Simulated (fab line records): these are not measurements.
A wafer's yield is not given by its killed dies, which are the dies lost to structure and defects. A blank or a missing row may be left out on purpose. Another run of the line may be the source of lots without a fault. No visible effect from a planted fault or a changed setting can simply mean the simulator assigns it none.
fab line records    flow sky130
record: lots: 6  wafers: 18  lastDay: 50
route steps=708 shown LI_CONTACT@364 PAD_OPEN@708
lots that met no fault: taken from a fault-free run of the same line
startH: the number of hours between the record's first day and the start of the first shown wafer of the lot    waitH: how many hours have passed since the lot's step before this one    " unchanged from the row above    L1.1+2: a single row standing in for several wafers    - no value, or no start given    * or withheld: withheld    < > ~ a bound
route shown NAME@n: a module of which the file shows steps, and the number in the route of the first    usual: average and standard deviation across the fault-free wafers    same: alike in all rows    chamber/n: place in a boat    sites: each site's reading    _std_site: their standard deviation    _edge_site: outer sites' mean less inner sites'    radiusMm: how far each site lies from the wafer's centre    mask NAME#n: copy n    behind: tool/chamber where the wafer was last shaped    hold: cause of the lot's hold/its duration in hours/its outcome    device: transistor that didn't switch, given as n, p or np    end of line: the tests these same wafers got at the end of their route    where a step has no rows: the recipe by itself    killed: at the first sort, the dies lost to defects and structure; wafer yield is something else    map: a wafer's dies, marking killed ones x, the rest . and places with no die _
set.NAME: setting as actually run; set.NAME@STEP: the setting as run at that earlier step    model.NAME: the simulator's own value behind a step, which no gauge read
certain route steps with their lots: each step a table, each wafer a row
services: the hour from which a tool's chamber was out of use, counted from the record's first day as startH (under 0 if before that day), plus the number of hours and why
== steps ==
step: SKY_LI_CONTACT_CMP_02
recipe: material: PSG  downForcePsi: 4  platenRpm: 60  padVelocityMS: 0.94248
usual: motorCurrentA: 11.6/1.1  slurryFilterDpKPa: 13.49/0.14  timeToEndpointS: 32.5/2.8
lot.wafer  tool    chamber  startH  waitH  motorCurrentA  slurryFilterDpKPa  timeToEndpointS
L671.1     cmp-01  2        659.55  0.2    13.5           13.34              28.8
L671.6     "       3        "       "      11.6           13.29              32.4
L671.5     "       0        "       "      10.6           13.54              27.0
L684.1     cmp-01  1        776.85  0.1    12.2           13.46              35.6
L684.3     "       2        "       "      12.2           13.50              29.6
L684.4     "       3        "       "      11.5           13.44              32.0
L687.2     cmp-01  3        800.19  0.2    11.8           13.61              37.1
L687.5     "       0        "       "      11.2           13.36              30.4
L687.6     "       1        "       "      13.0           13.54              33.1
L689.4     cmp-01  3        805.32  0.0    11.9           13.58              34.7
L689.3     "       2        "       "      13.4           13.65              35.6
L689.5     "       0        "       "      11.6           13.70              34.2
L690.3     cmp-01  1        810.89  0.1    13.3           13.55              34.6
L690.5     "       3        "       "      11.8           13.54              32.1
L690.6     "       0        "       "      10.7           13.64              30.7
L691.4     cmp-01  2        812.40  0.1    12.2           13.42              33.2
L691.6     "       1        "       "      12.8           13.28              38.6
L691.5     "       2        "       "      13.1           13.42              37.8
step: SKY_LI_CONTACT_BOW_MEAS_03
recipe: mode: bow
usual: LI_CONTACT_BOW: 55/6.5
lot.wafer  tool          chamber  startH  waitH  LI_CONTACT_BOW[um]
L671.1     filmMetro-03  -        659.70  0.1    54
L671.5     "             -        "       "      47
L671.6     "             -        "       "      44
L684.1     filmMetro-01  -        777.10  0.2    58
L684.3     "             -        "       "      59
L684.4     "             -        "       "      48
L687.2     filmMetro-01  -        800.36  0.1    57
L687.5     "             -        "       "      59
L687.6     "             -        "       "      49
L689.3     filmMetro-01  -        805.66  0.1    52
L689.4     "             -        "       "      54
L689.5     "             -        "       "      57
L690.3     filmMetro-02  -        811.13  0.2    57
L690.5     "             -        "       "      52
L690.6     "             -        "       "      64
L691.4     filmMetro-03  -        812.71  0.3    46
L691.5     "             -        "       "      50
L691.6     "             -        "       "      52
step: SKY_LI_CONTACT_DEHYDRATE_04
recipe: tempC: 200  timeS: 60
step: SKY_LI_CONTACT_HMDS_05
recipe: primeTimeS: 60  primeTempC: 120
step: SKY_LI_CONTACT_COAT_06
recipe: resist: BARC  tempC: withheld  timeS: withheld  spinRpm: 3000  resistThkNm: 60
step: SKY_LI_CONTACT_COAT_07
recipe: resist: KrF-thick  spinRpm: 3000  resistThkNm: 450
step: SKY_LI_CONTACT_SOFTBAKE_08
recipe: tempC: 100  timeS: 90  resist: KrF-thick
step: SKY_LI_CONTACT_EXPOSE_09
recipe: maskId: LICM1  na: 0.8  sourceShape: annular  sigmaInner: 0.55  sigmaOuter: 0.85  targetCdNm: 170  doseMj: 38
step: SKY_LI_CONTACT_PEB_10
recipe: pebTempC: withheld  pebTimeS: withheld  resist: KrF-thick
step: SKY_LI_CONTACT_DEVELOP_11
recipe: developTimeS: 60  resist: KrF-thick  devTempC: 21
step: SKY_LI_CONTACT_CD_MEAS_12
recipe: targetCdNm: 170
usual: cdNm: 170.1/1.4
lot.wafer  tool      chamber  startH  waitH  cdNm
L671.1     cdSem-02  -        687.27  -      171.5
L671.5     "         -        "       "      169.9
L671.6     "         -        "       "      170.0
L684.1     cdSem-01  -        803.95  -      169.0
L684.3     "         -        "       "      169.4
L684.4     "         -        "       "      168.8
L687.2     cdSem-02  -        826.82  -      169.7
L687.5     "         -        "       "      168.6
L687.6     "         -        "       "      170.6
L689.3     cdSem-01  -        832.76  -      169.8
L689.4     "         -        "       "      170.3
L689.5     "         -        "       "      170.9
L690.3     cdSem-01  -        837.31  -      170.6
L690.5     "         -        "       "      169.3
L690.6     "         -        "       "      171.3
L691.4     cdSem-01  -        838.63  -      171.7
L691.5     "         -        "       "      171.5
L691.6     "         -        "       "      171.2
step: SKY_LI_CONTACT_OVL_MEAS_13
usual: LI_CONTACT_OVL: -1/5
lot.wafer  tool        chamber  startH  waitH  LI_CONTACT_OVL[nm]
L671.1     overlay-02  -        687.39  0.1    6
L671.5     "           -        "       "      7
L671.6     "           -        "       "      -5
L684.1     overlay-01  -        804.07  0.1    -1
L684.3     "           -        "       "      4
L684.4     "           -        "       "      -7
L687.2     overlay-02  -        826.92  0.1    4
L687.5     "           -        "       "      3
L687.6     "           -        "       "      4
L689.3     overlay-01  -        832.86  0.1    0
L689.4     "           -        "       "      0
L689.5     "           -        "       "      5
L690.3     overlay-01  -        837.41  0.1    3
L690.5     "           -        "       "      0
L690.6     "           -        "       "      2
L691.4     overlay-01  -        838.71  0.1    -3
L691.5     "           -        "       "      -6
L691.6     "           -        "       "      0
step: SKY_LI_CONTACT_ETCH_14
recipe: chemistry: N2/H2  target: BARC  ionEnergyEv: 200  sourceW: 500  biasW: 101.3  pressureMtorr: 30  n2FlowSccm: 100  h2FlowSccm: 200  stopOn: SiO2  timeS: 45.9  targetDepthA: 600
usual: drypumpMotorCurrentA: 5.8/0.39  h2FlowSccm: 200.0/0.57  n2FlowSccm: 100.0/0.3  oesProductAu: 0.854/0.0049  runLengthS: 74.0/0.38  throttleValvePct: 13.224/0.0089
lot.wafer  tool        chamber  startH  waitH  drypumpMotorCurrentA  h2FlowSccm  n2FlowSccm  oesProductAu  rfHoursCounterH  runLengthS  throttleValvePct  model.KrF-thick_of_LI_CONTACT_COAT_07.thkNm  model.etch.depthNm  model.LI_CONTACT.cdNm
L671.1     rieDiel-03  2        687.43  0.0    5.9                   199.6       99.8        0.859         13               74.4        13.240            387.8                                        59.91               171.7
L671.5     "           1        "       "      6.0                   199.3       99.8        0.854         -                74.4        13.229            389.5                                        59.97               169.8
L671.6     "           2        "       "      5.9                   199.3       100.2       0.853         -                74.1        13.225            390.5                                        59.87               170.3
L684.1     rieDiel-04  3        804.10  0.0    5.6                   199.8       100.1       0.860         18               74.6        13.226            390.7                                        60.18               168.3
L684.3     "           1        "       "      4.9                   199.7       100.1       0.857         9                74.0        13.245            392.7                                        60.1                168.9
L684.4     "           2        "       "      6.4                   199.8       100.1       0.854         -                73.3        13.225            392                                          60.14               168.9
L687.2     rieDiel-04  0        826.95  0.0    5.2                   200.0       99.8        1.020         0                48.9        13.227            414.8                                        36.82               164.5
L687.5     "           2        "       "      6.4                   200.6       99.6        1.011         -                48.6        13.225            414.5                                        35.88               163.5
L687.6     "           1        "       "      5.0                   199.9       99.8        1.029         -                49.0        13.242            414.4                                        36.82               165.8
L689.3     rieDiel-04  0        832.88  0.0    5.2                   200.5       99.9        1.007         0                48.9        13.241            416                                          36.47               165.1
L689.4     "           2        "       "      6.4                   199.8       99.8        1.004         -                48.6        13.246            416.8                                        35.71               165.7
L689.5     "           1        "       "      5.0                   201.2       100.2       1.004         -                49.5        13.254            415.8                                        36.41               165.9
L690.3     rieDiel-01  1        837.43  0.0    6.0                   199.5       100.2       0.866         1                74.4        13.229            393.7                                        60.36               170.8
L690.5     "           3        "       "      6.3                   200.6       99.6        0.855         -                74.1        13.217            394.4                                        60.25               168.7
L690.6     "           0        "       "      5.6                   199.0       100.1       0.856         -                73.7        13.207            394.8                                        60.11               170.2
L691.4     rieDiel-03  2        838.72  0.0    5.9                   200.2       100.1       0.857         18               74.0        13.221            392.2                                        60.09               171.5
L691.5     "           2        "       "      5.9                   200.6       99.9        0.860         -                74.1        13.235            391.8                                        60.36               170.9
L691.6     "           3        "       "      6.1                   200.4       100.0       0.859         -                73.6        13.221            392.8                                        60.06               171.2
step: SKY_LI_CONTACT_ETCH_15
recipe: target: PSG  chemistry: C4F8/O2/Ar  stopOn: Si  taperDeg: 4.15  maskMaterial: KrF-thick  sourceW: 1500  biasW: 1200  pressureMtorr: 40  c4f8FlowSccm: withheld  O2_flow_sccm: 6  Ar_flow_sccm: 300  timeS: withheld  targetDepthA: 6000
usual: oesProductAu: 0.837/0.0041
lot.wafer  tool        chamber  startH  waitH  oesProductAu  model.KrF-thick_of_LI_CONTACT_COAT_07.thkNm  model.LI_CONTACT.cdNm
L671.1     rieDiel-03  2        687.47  0.0    0.836         223.4                                        172.1
L671.5     "           1        "       "      0.840         225.4                                        169.5
L671.6     "           2        "       "      0.839         224.9                                        170.5
L684.1     rieDiel-04  3        804.14  0.0    0.841         227                                          168.2
L684.3     "           1        "       "      0.841         228.4                                        168.1
L684.4     "           2        "       "      0.837         232.1                                        168.5
L687.2     rieDiel-04  0        826.99  0.0    0.837         253.2                                        164.9
L687.5     "           2        "       "      0.839         253.8                                        163.3
L687.6     "           1        "       "      0.834         251.4                                        165.3
L689.3     rieDiel-04  0        832.92  0.0    0.838         257.2                                        164.6
L689.4     "           2        "       "      0.838         258.3                                        165.4
L689.5     "           1        "       "      0.838         254.1                                        165.1
L690.3     rieDiel-01  1        837.47  0.0    0.834         230.9                                        171.5
L690.5     "           3        "       "      0.837         233.2                                        168.5
L690.6     "           0        "       "      0.842         232.3                                        170.9
L691.4     rieDiel-03  2        838.77  0.0    0.837         229                                          171.6
L691.5     "           2        "       "      0.832         229.3                                        170.6
L691.6     "           3        "       "      0.838         233.9                                        170.9
step: SKY_LI_CONTACT_STRIP_16
recipe: chemistry: O2/N2  powerW: 1400  pressureMtorr: 1500  platenTempC: withheld  o2FlowSccm: 3000  n2FlowSccm: 300  overashFraction: 0.5
usual: drypumpMotorCurrentA: 5.99/0.3  n2FlowSccm: 299.9/0.91  oesProductAu: 0.375/0.0051  stripTimeToEndpointS: 3.480/0.028
lot.wafer  tool            chamber  startH  waitH  drypumpMotorCurrentA  n2FlowSccm  oesProductAu  rfHoursCounterH  stripTimeToEndpointS
L671.1     plasmaAsher-02  0        687.56  -      5.95                  301.4       0.369         26               3.401
L671.5     "               0        "       "      5.94                  300.4       0.374         -                3.434
L671.6     "               1        "       "      5.56                  300.6       0.371         -                3.430
L684.1     plasmaAsher-03  1        804.23  -      5.78                  300.3       0.375         64               3.466
L684.3     "               0        "       "      6.46                  298.6       0.375         -                3.464
L684.4     "               1        "       "      5.77                  299.4       0.371         -                3.501
L687.2     plasmaAsher-02  1        827.08  -      5.58                  297.3       0.384         40               3.733
L687.5     "               1        "       "      5.57                  297.4       0.374         -                3.728
L687.6     "               0        "       "      5.93                  299.6       0.385         -                3.717
L689.3     plasmaAsher-03  0        833.04  -      6.46                  301.0       0.381         -                3.761
L689.4     "               1        "       "      5.78                  300.4       0.387         -                3.793
L689.5     "               0        "       "      6.47                  299.5       0.389         -                3.737
L690.3     plasmaAsher-03  1        837.59  -      5.82                  299.8       0.385         -                3.481
L690.5     "               1        "       "      5.82                  298.5       0.370         -                3.521
L690.6     "               0        "       "      6.46                  299.3       0.380         -                3.515
L691.4     plasmaAsher-02  0        838.88  -      5.93                  300.9       0.374         -                3.456
L691.5     "               1        "       "      5.58                  299.5       0.380         -                3.474
L691.6     "               0        "       "      5.90                  301.3       0.380         -                3.514
step: SKY_LI_CONTACT_CLEAN_17
recipe: chemistry: NMP  timeS: 600  tempC: 60  dry: n2Spin
step: SKY_PAD_OPEN_PROBE_99
usual: killed_at_M0_to_M3: 44/7.3  killed_at_M4_up: 3.1/1.9  killedAtContacts: 24/5.3  killedAtFrontEnd: 15/4  killedAtOther: 0.4/0.6  killedDies: 86/9.2  killedOpen: 47/6.9  killedShort: 39/6.9
same: grossDies: 492  killedAtBackSide: 0
lot.wafer  tool       chamber  startH   waitH  killed_at_M0_to_M3  killed_at_M4_up  killedAtContacts  killedAtFrontEnd  killedAtOther  killedDies  killedOpen  killedShort  model.etest.liconPdiff.rcOhm  model.etest.nfetG5v0d10v5.rOnOhmUm  model.etest.liconHighPo.rcOhm  model.etest.nfet_01v8.rOnOhmUm  model.etest.liconNdiff.rcOhm  model.etest.sonosUncharged.rOnOhmUm  model.etest.liconPoly.rcOhm
L671.1     prober-02  -        1082.29  0.1    35                  1                22                16                1              75          42          33           546.4                         1845                                331.9                          841.9                           169.4                         823                                  145.1
L671.5     prober-02  -        1082.49  0.2    42                  1                26                18                0              87          46          41           582.7                         1866                                330.8                          850.1                           186.6                         811.6                                148.7
L671.6     prober-02  -        1082.54  0.2    44                  3                18                12                0              77          39          38           554.4                         1861                                353.8                          831.5                           180.9                         827.3                                153.1
L684.1     prober-01  -        1170.40  0.1    36                  4                25                16                0              81          39          42           562.7                         1883                                350.1                          825.8                           183.5                         812.5                                156.3
L684.3     prober-01  -        1170.50  0.2    38                  0                23                15                0              76          45          31           600.3                         1853                                342.1                          822.9                           179.5                         796.7                                149.8
L684.4     prober-01  -        1170.55  0.2    37                  2                20                21                1              81          47          33           586.9                         1917                                343.3                          839.3                           182.3                         823.8                                155.3
L687.2     prober-01  -        1179.59  0.1    38                  3                30                16                0              87          42          45           662.4                         1897                                396.5                          862                             211.9                         858.4                                169.3
L687.5     prober-01  -        1179.74  0.2    54                  4                23                14                0              95          40          55           692                           1909                                417.4                          874.9                           209.6                         854                                  171
L687.6     prober-01  -        1179.79  0.2    36                  3                24                27                0              90          40          50           655.9                         1919                                375.3                          852.8                           205.5                         857.6                                168.9
L689.3     prober-02  -        1186.20  0.2    43                  2                32                10                0              87          53          34           686.6                         1916                                393.4                          875.1                           214.1                         844.4                                167
L689.4     prober-02  -        1186.25  0.2    45                  3                16                7                 0              71          44          27           688.2                         1900                                387.6                          880.2                           215.6                         854.5                                171.7
L689.5     prober-02  -        1186.30  0.2    42                  3                20                19                1              85          41          43           667.6                         1930                                394.6                          871.1                           213.4                         859.2                                176.3
L690.3     prober-01  -        1188.89  0.2    25                  2                25                13                0              65          37          28           587.2                         1896                                343.8                          845.2                           172                           810.2                                147.7
L690.5     prober-01  -        1188.99  0.2    46                  5                30                9                 1              91          50          40           611.4                         1893                                352.1                          826.8                           185.3                         811.5                                151.1
L690.6     prober-01  -        1189.04  0.2    41                  4                19                15                0              79          44          35           565.6                         1888                                340.3                          838.2                           182                           826.2                                151.2
L691.4     prober-02  -        1190.92  0.2    48                  2                20                17                1              88          48          40           572.9                         1860                                348.6                          833.1                           181.4                         817.8                                155
L691.5     prober-02  -        1190.97  0.2    51                  6                22                22                0              101         67          34           572.3                         1843                                353.3                          852.7                           186.1                         812.1                                156.7
L691.6     prober-02  -        1191.02  0.2    58                  2                15                11                0              86          55          31           585.1                         1828                                366.3                          816.8                           183.6                         812.9                                151.3
killed by level:class
L671.1 VIA1:geometricParticle:open=9 CONTACT:geometricParticle:open=8 LI_CONTACT:geometricParticle:open=7 FIELD_ISO:geometricParticle:short=6 VIA3:geometricParticle:open=5 FIELD_ISO:geometricParticle:open=4 VIA1:geometricParticle:short=4 METAL2:geometricParticle:short=4
L671.5 VIA3:geometricParticle:open=9 CONTACT:geometricParticle:short=8 VIA2:geometricParticle:open=8 METAL2:geometricParticle:short=6 LOCAL_INTERCONNECT:geometricParticle:short=6 CONTACT:geometricParticle:open=6 POLY_GATE:geometricParticle:open=5 VIA1:geometricParticle:open=5
L671.6 VIA1:geometricParticle:open=14 LI_CONTACT:geometricParticle:open=6 METAL2:geometricParticle:short=6 VIA3:geometricParticle:short=5 CONTACT:geometricParticle:short=5 VIA2:geometricParticle:open=5 CONTACT:geometricParticle:open=4 METAL1:geometricParticle:short=4
L684.1 LI_CONTACT:geometricParticle:open=8 VIA1:geometricParticle:open=8 CONTACT:geometricParticle:short=7 POLY_GATE:geometricParticle:open=6 METAL2:geometricParticle:short=6 CONTACT:geometricParticle:open=5 METAL1:geometricParticle:short=5 VIA1:geometricParticle:short=4
L684.3 VIA1:geometricParticle:open=12 CONTACT:geometricParticle:open=8 LI_CONTACT:geometricParticle:open=5 LI_CONTACT:geometricParticle:short=5 VIA2:geometricParticle:open=5 VIA1:geometricParticle:short=4 METAL2:geometricParticle:short=4 VIA2:geometricParticle:short=4
L684.4 VIA1:geometricParticle:open=10 METAL1:geometricParticle:short=9 FIELD_ISO:geometricParticle:open=8 CONTACT:geometricParticle:open=8 LI_CONTACT:geometricParticle:open=7 VIA3:geometricParticle:open=5 FIELD_ISO:geometricParticle:short=4 VIA2:geometricParticle:open=4
L687.2 CONTACT:geometricParticle:open=11 CONTACT:geometricParticle:short=10 VIA3:geometricParticle:open=8 METAL1:geometricParticle:short=6 FIELD_ISO:geometricParticle:short=5 LI_CONTACT:geometricParticle:open=5 METAL3:geometricParticle:short=5 VIA3:geometricParticle:short=5
L687.5 CONTACT:geometricParticle:open=13 METAL2:geometricParticle:short=12 METAL1:geometricParticle:short=10 VIA3:geometricParticle:open=7 VIA2:geometricParticle:open=6 FIELD_ISO:geometricParticle:short=5 LOCAL_INTERCONNECT:geometricParticle:short=4 VIA1:geometricParticle:open=4
L687.6 METAL1:geometricParticle:short=8 FIELD_ISO:geometricParticle:open=7 FIELD_ISO:geometricParticle:short=7 POLY_GATE:geometricParticle:short=6 CONTACT:geometricParticle:open=6 LI_CONTACT:geometricParticle:open=6 VIA1:geometricParticle:open=6 CONTACT:geometricParticle:short=5
L689.3 VIA1:geometricParticle:open=11 LI_CONTACT:geometricParticle:open=10 CONTACT:geometricParticle:open=10 VIA2:geometricParticle:open=9 VIA2:geometricParticle:short=5 POLY_GATE:geometricParticle:open=4 LOCAL_INTERCONNECT:geometricParticle:short=4 CONTACT:geometricParticle:short=4
L689.4 VIA1:geometricParticle:open=10 VIA3:geometricParticle:open=9 LI_CONTACT:geometricParticle:short=5 VIA2:geometricParticle:open=5 METAL1:geometricParticle:short=5 FIELD_ISO:geometricParticle:open=4 LI_CONTACT:geometricParticle:open=4 METAL2:geometricParticle:short=4
L689.5 VIA1:geometricParticle:open=12 POLY_GATE:geometricParticle:short=9 CONTACT:geometricParticle:open=7 LI_CONTACT:geometricParticle:open=6 METAL2:geometricParticle:short=6 VIA2:geometricParticle:open=6 FIELD_ISO:geometricParticle:open=4 METAL1:geometricParticle:short=4
L690.3 LI_CONTACT:geometricParticle:open=7 LOCAL_INTERCONNECT:geometricParticle:short=7 CONTACT:geometricParticle:open=6 POLY_GATE:geometricParticle:short=5 LI_CONTACT:geometricParticle:short=4 VIA3:geometricParticle:open=4 VIA2:geometricParticle:open=4 METAL1:geometricParticle:open=3
L690.5 VIA1:geometricParticle:open=16 LI_CONTACT:geometricParticle:open=13 VIA2:geometricParticle:open=8 LOCAL_INTERCONNECT:geometricParticle:short=5 CONTACT:geometricParticle:open=5 METAL4:geometricParticle:short=5 POLY_GATE:geometricParticle:short=4 LI_CONTACT:geometricParticle:short=4
L690.6 VIA3:geometricParticle:open=14 LI_CONTACT:geometricParticle:open=8 VIA1:geometricParticle:short=7 CONTACT:geometricParticle:open=6 POLY_GATE:geometricParticle:short=4 POLY_GATE:geometricParticle:open=4 METAL2:geometricParticle:short=4 METAL4:geometricParticle:short=4
L691.4 VIA1:geometricParticle:open=12 LI_CONTACT:geometricParticle:open=8 METAL2:geometricParticle:short=6 VIA2:geometricParticle:open=6 VIA3:geometricParticle:open=6 FIELD_ISO:geometricParticle:short=5 CONTACT:geometricParticle:short=4 METAL3:geometricParticle:short=4
L691.5 VIA2:geometricParticle:open=15 VIA1:geometricParticle:open=11 CONTACT:geometricParticle:open=9 FIELD_ISO:geometricParticle:open=7 METAL2:geometricParticle:short=7 SPACER:geometricParticle:open=6 LI_CONTACT:geometricParticle:open=6 CONTACT:geometricParticle:short=5
L691.6 VIA1:geometricParticle:open=20 VIA3:geometricParticle:open=10 VIA2:geometricParticle:open=6 VIA2:geometricParticle:short=5 LI_CONTACT:geometricParticle:open=5 FIELD_ISO:geometricParticle:open=4 POLY_GATE:geometricParticle:open=4 LOCAL_INTERCONNECT:geometricParticle:short=4
== services ==
tool            chamber  startH  hours  kind
rieDiel-01      0        637.50  14.2   repair
rieDiel-04      -        641.51  0.5    repair
rieDiel-03      3        669.68  14.2   repair
plasmaAsher-02  -        682.81  1.2    repair
cmp-01          -        685.82  1.6    repair
plasmaAsher-03  -        695.68  0.5    repair
plasmaAsher-03  -        707.93  1.4    repair
rieDiel-03      1        714.84  3.3    repair
plasmaAsher-03  -        728.29  8.6    repair
rieDiel-03      -        735.44  2.8    pm
rieDiel-01      1        750.80  -      clean
rieDiel-01      1        750.80  21.7   scheduledDown
rieDiel-01      1        750.80  21.7   ventCycle
rieDiel-01      2        754.75  9.1    repair
rieDiel-04      3        794.51  2.0    repair
rieDiel-04      0        796.47  -      clean
rieDiel-04      0        796.47  24.7   scheduledDown
rieDiel-04      0        796.47  24.7   ventCycle
rieDiel-04      -        810.06  14.6   pm
rieDiel-04      3        829.81  7.0    repair
== key ==
firstSign: step: SKY_LI_CONTACT_ETCH_14  reading: runLengthS  direction: down  sigmas: 66  usual: *  struck: *
effect: step: SKY_LI_CONTACT_ETCH_14  reading: oesProductAu  direction: up  sigmas: 32  usual: 0.854  struck: 1.013
effect: step: SKY_LI_CONTACT_STRIP_16  reading: stripTimeToEndpointS  direction: up  sigmas: 9.4  usual: *  struck: *
modelEffect: step: SKY_LI_CONTACT_ETCH_14  value: KrF-thick_of_LI_CONTACT_COAT_07.thkNm  without: 391.6  struck: 415.4
modelEffect: step: SKY_LI_CONTACT_ETCH_15  value: KrF-thick_of_LI_CONTACT_COAT_07.thkNm  without: 230.9  struck: 254.7
modelEffect: step: SKY_PAD_OPEN_PROBE_99  value: etest.liconPdiff.rcOhm  without: 591.8  struck: 675.4
metAt SKY_LI_CONTACT_ETCH_14
struckWafers L687.2,L687.5,L687.6,L689.3,L689.4,L689.5
testerLeftOut L687,L689
onsetBetween 804.10 826.95
fault: kind: processParameterDrift  tool: rieDiel-04  chamber: -  onsetH: 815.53  steps: SKY_LI_CONTACT_ETCH_14  channel: timeS  offset: *  shape: step  endH: 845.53  actsIn: *  stated: *
testerLeftOut: of these lots the tester's yield and bins aren't shown, on N5 and GAA mostly nor the transistor test; their killed dies are dies lost to structure and defects alone, not to doping, threshold or leakage, so they don't give the yield
